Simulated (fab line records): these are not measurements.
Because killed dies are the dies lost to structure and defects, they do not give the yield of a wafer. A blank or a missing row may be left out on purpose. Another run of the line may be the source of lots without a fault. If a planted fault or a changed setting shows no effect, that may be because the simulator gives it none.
Which tool is to blame?    flow gf180mcu    7 lots with 21 wafers sampled at 2 steps, on a route of 602 steps

WHAT THE GAUGES READ, wafer by wafer
GF_V5_RS_MEAS_24: measurement is done with a four-point probe.
lot   measured      on             V5_W_RS (ohm/sq)
L964  day 28 05:16  film-metro-01  0.3299 0.3297 0.3260
L967  day 28 20:08  film-metro-03  0.3346 0.3344 0.3317
L969  day 29 11:32  film-metro-01  0.3268 0.3275 0.3247
L971  day 30 07:50  film-metro-01  0.3355 0.3292 0.3342
L973  day 30 20:25  film-metro-03  0.3304 0.3330 0.3250
L981  day 33 00:33  film-metro-02  0.3309 0.3315 0.3334
L985  day 33 18:25  film-metro-01  0.3300 0.3281 0.3289

WHAT TOOL EACH LOT RAN ON (gives the tool, then ch and the chambers of the sampled wafers, and finally the start)
lot   GF_HV_LDD_ETCHBACK_58
L964  rie-diel-02 ch 0,3, day 13 09:59
L967  rie-diel-03 ch 0,2,3, day 14 04:08
L969  rie-diel-04 ch 0,1,2, day 14 18:12
L971  rie-diel-03 ch 0,1,3, day 15 16:40
L973  rie-diel-02 ch 0,2,3, day 16 07:46
L981  rie-diel-03 ch 0,1,2, day 19 06:50
L985  rie-diel-02 ch 0,3, day 20 12:35
- GF_HV_LDD_ETCHBACK_58: etches Si3N4 in CH3F/O2, stops on SiO2, time 100 s, target depth 90 nm.

THE ANSWER, worked out from the rows above alone
Rule: the usual values come from the lots themselves. Put in order of their means at a reading, lots are off if they are a third of the lots or fewer, leave a main group of 4 or more, and stand apart from it by a gap of 3 or more times the standard deviation of the main group's means; of several such gaps the widest counts. If all means in a main group match to the digits the tables above print for the reading, that group is not used. A lot without any number at a reading at which 4 lots or more have one is off too. All remaining lots with rows at the step are treated as sound.
Across all readings shown, no lot is off: no conclusion can be drawn from this.

WHAT THE SIMULATOR HAD INSERTED
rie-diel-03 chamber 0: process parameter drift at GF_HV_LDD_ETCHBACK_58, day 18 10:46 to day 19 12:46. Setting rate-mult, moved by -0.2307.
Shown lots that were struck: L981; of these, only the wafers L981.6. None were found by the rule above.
